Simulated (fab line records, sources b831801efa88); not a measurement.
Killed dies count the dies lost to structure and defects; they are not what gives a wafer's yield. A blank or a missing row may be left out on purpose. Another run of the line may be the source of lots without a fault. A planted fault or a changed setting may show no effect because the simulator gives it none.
fab line records    flow sky130
[record] lots = 12  wafers = 36  last_day = 48
route steps=708 shown VT_ADJUST_HVTP@94 LOCAL_INTERCONNECT@399 VIA1@470
lots untouched by any fault: they come from a run of this same line in which no faults occurred
start_h: start of the lot's first displayed wafer, in hours after the record's first day    wait_h: how many hours have passed since the lot's step before this one    " repeats the value in the row above    L1.1+2: several wafers, shown together as one row    - either no value or no given start    * or withheld: withheld    < > ~ a bound
route shown NAME@n: NAME is a module with steps in the file, n the number in the route of the first one    usual: average and standard deviation across the fault-free wafers    same: alike in all rows    chamber/n: place in a boat    sites: readings site by site    _std_site: standard deviation across them    _edge_site: outer sites' mean less inner sites'    radius_mm: how far each site lies from the wafer's centre    mask NAME#n: copy n    behind: the last tool/chamber to shape the wafer    hold: cause of the lot's hold/its duration in hours/its outcome    device: whichever transistor did not switch (one of n, p or np)    end of line: the same wafers' tests at the end of the route    a step with no rows: only its recipe    killed: the dies lost at the first sort to structure and to defects; this is not the yield of the wafer    map: a wafer's dies, marking killed ones x, the rest . and places with no die _
set.NAME: the setting as run; set.NAME@STEP: as run at that earlier step    model.NAME: the simulator's own value behind a step, which no gauge read
route steps across a sampled set of lots; one table per step, one row per wafer
services: when a tool's chamber went out of use (start_h, in hours from the record's first day, below 0 if earlier), for how many hours, and the reason
[[steps]]
[step SKY_VT_ADJUST_HVTP_IMPLANT_09]
[recipe] species = As  energy_kev = 150  dose_cm2 = 4.3e+12  tilt_deg = withheld
[usual] implant_ion_amu = 75/0
lot.wafer  tool          chamber  start_h  wait_h  implant_ion_amu
L183.2     implanter-01  0        123.06   0.0     75
L183.3     "             0        "        "       75
L183.4     "             0        "        "       75
L184.1     implanter-02  0        128.67   0.0     75
L184.5     "             0        "        "       75
L184.6     "             0        "        "       75
L185.2     implanter-04  0        142.19   0.0     75
L185.3     "             0        "        "       75
L185.5     "             0        "        "       75
L186.1     implanter-02  0        145.19   0.0     75
L186.4     "             0        "        "       75
L186.5     "             0        "        "       75
L188.1     implanter-02  0        155.39   0.0     75
L188.3     "             0        "        "       75
L188.5     "             0        "        "       75
L189.3     implanter-02  0        161.79   0.1     75
L189.5     "             0        "        "       75
L189.6     "             0        "        "       75
L190.1     implanter-02  0        167.34   0.0     75
L190.3     "             0        "        "       75
L190.4     "             0        "        "       75
L193.3     implanter-02  0        186.44   0.1     75
L193.5     "             0        "        "       75
L193.6     "             0        "        "       75
L194.3     implanter-04  0        190.49   0.1     31
L194.5     "             0        "        "       31
L194.6     "             0        "        "       31
L195.1     implanter-02  0        196.04   0.0     31
L195.2     "             0        "        "       31
L195.5     "             0        "        "       31
L196.1     implanter-02  0        206.14   0.0     31
L196.2     "             0        "        "       31
L196.4     "             0        "        "       31
L197.2     implanter-04  0        214.09   0.0     31
L197.3     "             0        "        "       31
L197.6     "             0        "        "       31
[step SKY_VT_ADJUST_HVTP_TW_MEAS_11]
[usual] VT_ADJUST_HVTP_TW = 1357/12
lot.wafer  tool           chamber  start_h  wait_h  hold                      VT_ADJUST_HVTP_TW
L183.2     film_metro-01  -        123.30   0.1     -                         1371
L183.3     "              -        "        "       -                         1370
L183.4     "              -        "        "       -                         1355
L184.1     film_metro-04  -        128.92   0.1     -                         1340
L184.5     "              -        "        "       -                         1342
L184.6     "              -        "        "       -                         1342
L185.2     film_metro-04  -        142.43   0.1     -                         1338
L185.3     "              -        "        "       -                         1343
L185.5     "              -        "        "       -                         1340
L186.1     film_metro-03  -        145.44   0.1     -                         1350
L186.4     "              -        "        "       -                         1357
L186.5     "              -        "        "       -                         1356
L188.1     film_metro-03  -        155.64   0.1     -                         1360
L188.3     "              -        "        "       -                         1355
L188.5     "              -        "        "       -                         1360
L189.3     film_metro-04  -        162.01   0.1     -                         1343
L189.5     "              -        "        "       -                         1343
L189.6     "              -        "        "       -                         1339
L190.1     film_metro-04  -        167.59   0.1     -                         1353
L190.3     "              -        "        "       -                         1345
L190.4     "              -        "        "       -                         1351
L193.3     film_metro-04  -        186.66   0.1     -                         1339
L193.5     "              -        "        "       -                         1337
L193.6     "              -        "        "       -                         1341
L194.3     film_metro-01  -        190.71   0.1     await_dispo/0.2h/release  964
L194.5     "              -        "        "       await_dispo/0.2h/release  961
L194.6     "              -        "        "       await_dispo/0.2h/release  958
L194.3     film_metro-01  -        190.93   0.2     -                         961
L194.5     "              -        "        "       -                         957
L194.6     "              -        "        "       -                         961
L195.1     film_metro-01  -        196.37   0.1     await_dispo/0.2h/release  967
L195.2     "              -        "        "       await_dispo/0.2h/release  965
L195.5     "              -        "        "       await_dispo/0.2h/release  967
L195.1     film_metro-01  -        196.59   0.2     -                         960
L195.2     "              -        "        "       -                         972
L195.5     "              -        "        "       -                         963
L196.1     film_metro-04  -        206.39   0.1     await_dispo/0.2h/release  944
L196.2     "              -        "        "       await_dispo/0.2h/release  942
L196.4     "              -        "        "       await_dispo/0.2h/release  951
L196.1     film_metro-04  -        206.68   0.3     -                         945
L196.2     "              -        "        "       -                         942
L196.4     "              -        "        "       -                         945
L197.2     film_metro-01  -        214.33   0.1     await_dispo/0.2h/release  965
L197.3     "              -        "        "       await_dispo/0.2h/release  965
L197.6     "              -        "        "       await_dispo/0.2h/release  972
L197.2     film_metro-01  -        214.55   0.2     -                         958
L197.3     "              -        "        "       -                         964
L197.6     "              -        "        "       -                         966
[step SKY_LOCAL_INTERCONNECT_OVL_MEAS_12]
[usual] LOCAL_INTERCONNECT_OVL = -1/4.6
lot.wafer  tool        chamber  start_h  wait_h  LOCAL_INTERCONNECT_OVL[nm]
L183.2     overlay-01  -        701.10   0.1     0
L183.3     "           -        "        "       -1
L183.4     "           -        "        "       3
L184.1     overlay-01  -        722.05   0.1     -4
L184.5     "           -        "        "       1
L184.6     "           -        "        "       -7
L185.2     overlay-01  -        733.61   0.1     0
L185.3     "           -        "        "       -1
L185.5     "           -        "        "       -1
L186.1     overlay-01  -        739.08   0.1     -3
L186.4     "           -        "        "       -2
L186.5     "           -        "        "       1
L188.1     overlay-02  -        752.35   0.1     -4
L188.3     "           -        "        "       -1
L188.5     "           -        "        "       -12
L189.3     overlay-02  -        757.91   0.1     8
L189.5     "           -        "        "       1
L189.6     "           -        "        "       -4
L190.1     overlay-02  -        769.20   0.1     0
L190.3     "           -        "        "       -5
L190.4     "           -        "        "       -6
L194.3     overlay-02  -        795.49   0.1     4
L194.5     "           -        "        "       0
L194.6     "           -        "        "       7
L193.3     overlay-01  -        797.26   0.1     -3
L193.5     "           -        "        "       -7
L193.6     "           -        "        "       -8
L195.1     overlay-02  -        806.18   0.1     3
L195.2     "           -        "        "       1
L195.5     "           -        "        "       3
L196.1     overlay-01  -        810.85   0.1     -3
L196.2     "           -        "        "       0
L196.4     "           -        "        "       -4
L197.2     overlay-02  -        823.89   0.1     6
L197.3     "           -        "        "       5
L197.6     "           -        "        "       5
[step SKY_LOCAL_INTERCONNECT_STRIP_15]
[recipe] chemistry = O2/N2  power_w = 1400  pressure_mtorr = 1500  platen_temp_c = withheld  o2_flow_sccm = 3000  n2_flow_sccm = 300  overash_fraction = 0.5
[usual] drypump_motor_current_A = 5.66/0.23  oes_product_au = 0.426/0.0048  strip_time_to_endpoint_s = 4.724/0.017
lot.wafer  tool             chamber  start_h  wait_h  drypump_motor_current_A  oes_product_au  rf_hours_counter_h  strip_time_to_endpoint_s
L183.2     plasma_asher-01  1        701.25   0.0     5.46                     0.419           59                  4.717
L183.3     "                1        "        "       5.45                     0.423           -                   4.743
L183.4     "                0        "        "       5.58                     0.434           -                   4.701
L184.1     plasma_asher-02  1        722.24   0.0     5.22                     0.425           100                 4.717
L184.5     "                0        "        "       5.76                     0.425           -                   4.731
L184.6     "                1        "        "       5.22                     0.423           -                   4.723
L185.2     plasma_asher-01  1        733.76   0.0     5.45                     0.435           62                  4.701
L185.3     "                0        "        "       5.63                     0.433           -                   4.695
L185.5     "                0        "        "       5.60                     0.413           -                   4.692
L186.1     plasma_asher-01  0        739.23   0.0     5.58                     0.419           63                  4.742
L186.4     "                1        "        "       5.45                     0.428           -                   4.716
L186.5     "                1        "        "       5.45                     0.426           -                   4.718
L188.1     plasma_asher-01  0        752.50   0.0     5.56                     0.426           64                  4.692
L188.3     "                1        "        "       5.46                     0.430           -                   4.679
L188.5     "                1        "        "       5.45                     0.423           -                   4.699
L189.3     plasma_asher-01  1        758.08   0.1     5.46                     0.426           -                   4.706
L189.5     "                1        "        "       5.46                     0.422           -                   4.704
L189.6     "                0        "        "       5.54                     0.421           -                   4.701
L190.1     plasma_asher-04  1        769.46   0.1     5.92                     0.427           34                  4.709
L190.3     "                1        "        "       5.94                     0.429           -                   4.731
L190.4     "                0        "        "       5.66                     0.431           -                   4.745
L194.3     plasma_asher-02  1        795.78   0.1     5.24                     0.429           -                   4.743
L194.5     "                0        "        "       5.76                     0.422           -                   4.741
L194.6     "                1        "        "       5.26                     0.425           -                   4.726
L193.3     plasma_asher-02  0        797.55   0.1     5.78                     0.425           -                   4.737
L193.5     "                1        "        "       5.22                     0.422           -                   4.706
L193.6     "                0        "        "       5.76                     0.427           -                   4.730
L195.1     plasma_asher-02  0        806.33   0.0     5.75                     0.423           4                   4.708
L195.2     "                1        "        "       5.22                     0.428           4                   4.705
L195.5     "                0        "        "       5.78                     0.423           -                   4.717
L196.1     plasma_asher-02  1        811.00   0.0     5.22                     0.424           5                   4.739
L196.2     "                0        "        "       5.74                     0.428           5                   4.755
L196.4     "                0        "        "       5.78                     0.434           -                   4.727
L197.2     plasma_asher-01  0        824.03   0.0     5.58                     0.425           72                  4.722
L197.3     "                0        "        "       5.61                     0.423           -                   4.712
L197.6     "                1        "        "       5.44                     0.425           -                   4.738
[step SKY_VIA1_CD_MEAS_12]
[recipe] target_cd_nm = 150
[usual] cd_nm = 150.2/1.7
lot.wafer  tool       chamber  start_h  wait_h  cd_nm
L183.2     cd_sem-01  -        787.78   -       150.5
L183.3     "          -        "        "       151.7
L183.4     "          -        "        "       151.9
L184.1     cd_sem-02  -        807.62   -       149.1
L184.5     "          -        "        "       149.9
L184.6     "          -        "        "       149.0
L185.2     cd_sem-01  -        818.25   -       152.5
L185.3     "          -        "        "       151.9
L185.5     "          -        "        "       151.0
L186.1     cd_sem-02  -        823.06   -       150.3
L186.4     "          -        "        "       148.9
L186.5     "          -        "        "       150.3
L188.1     cd_sem-01  -        835.37   -       151.6
L188.3     "          -        "        "       149.9
L188.5     "          -        "        "       153.3
L189.3     cd_sem-02  -        840.97   -       153.3
L189.5     "          -        "        "       151.8
L189.6     "          -        "        "       151.0
L190.1     cd_sem-01  -        852.78   -       146.3
L190.3     "          -        "        "       147.4
L190.4     "          -        "        "       147.3
L194.3     cd_sem-02  -        876.70   -       152.5
L194.5     "          -        "        "       150.8
L194.6     "          -        "        "       150.9
L193.3     cd_sem-01  -        879.46   -       150.0
L193.5     "          -        "        "       148.7
L193.6     "          -        "        "       149.5
L195.1     cd_sem-02  -        888.47   -       147.5
L195.2     "          -        "        "       147.3
L195.5     "          -        "        "       149.6
L196.1     cd_sem-01  -        893.91   -       149.3
L196.2     "          -        "        "       149.6
L196.4     "          -        "        "       151.9
L197.2     cd_sem-02  -        904.98   -       147.5
L197.3     "          -        "        "       148.1
L197.6     "          -        "        "       147.7
[[services]]
tool             chamber  start_h  hours  kind
plasma_asher-01  -        108.79   9.0    pm
implanter-04     -        122.06   4.0    pm
implanter-02     -        145.40   4.6    repair
plasma_asher-02  -        146.76   0.5    repair
implanter-02     -        180.64   0.8    repair
plasma_asher-02  -        185.47   13.6   repair
plasma_asher-01  -        191.64   2.0    repair
implanter-04     -        246.75   4.5    repair
plasma_asher-02  -        284.48   5.2    repair
implanter-02     -        310.71   5.7    pm
implanter-02     -        318.65   1.3    repair
implanter-01     -        340.26   11.3   pm
implanter-04     -        486.62   13.7   pm
implanter-02     -        506.46   3.9    repair
implanter-04     -        534.69   2.9    pm
implanter-04     -        611.06   4.9    pm
implanter-02     -        657.90   6.5    repair
plasma_asher-01  -        666.92   6.6    repair
implanter-02     -        710.68   4.7    repair
plasma_asher-02  -        732.05   2.8    pm
plasma_asher-02  -        734.80   9.0    pm
implanter-04     -        754.56   7.2    pm
plasma_asher-02  -        756.85   15.6   pm
implanter-02     -        799.82   5.1    pm
[[key]]
[first_sign] step = SKY_VT_ADJUST_HVTP_IMPLANT_09  reading = implant_ion_amu  direction = down  sigmas = 99+  usual = 75  struck = 31
[effect] step = SKY_VT_ADJUST_HVTP_TW_MEAS_11  reading = visit  direction = added
[effect] step = SKY_VT_ADJUST_HVTP_TW_MEAS_11  reading = VT_ADJUST_HVTP_TW  direction = down  sigmas = 32  usual = 1357  struck = 960
met_at SKY_VT_ADJUST_HVTP_IMPLANT_09
struck_lots L194,L195,L196,L197
tester_left_out L194,L195,L196,L197
not_acting_at SKY_LOCAL_INTERCONNECT_OVL_MEAS_12,SKY_LOCAL_INTERCONNECT_STRIP_15,SKY_VIA1_CD_MEAS_12
onset_between 186.44 190.49
[fault] kind = wrong_recipe_download  tool = implanter-01,implanter-02,implanter-04  chamber = -  onset_h = 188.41  steps = SKY_VT_ADJUST_HVTP_IMPLANT_09  wrong_recipe.not_listed = 1
// tester_left_out: of these lots the tester's yield and bins aren't shown, on N5 and GAA mostly nor the transistor test; their killed dies are dies lost to structure and defects alone, not to doping, threshold or leakage, so they don't give the yield
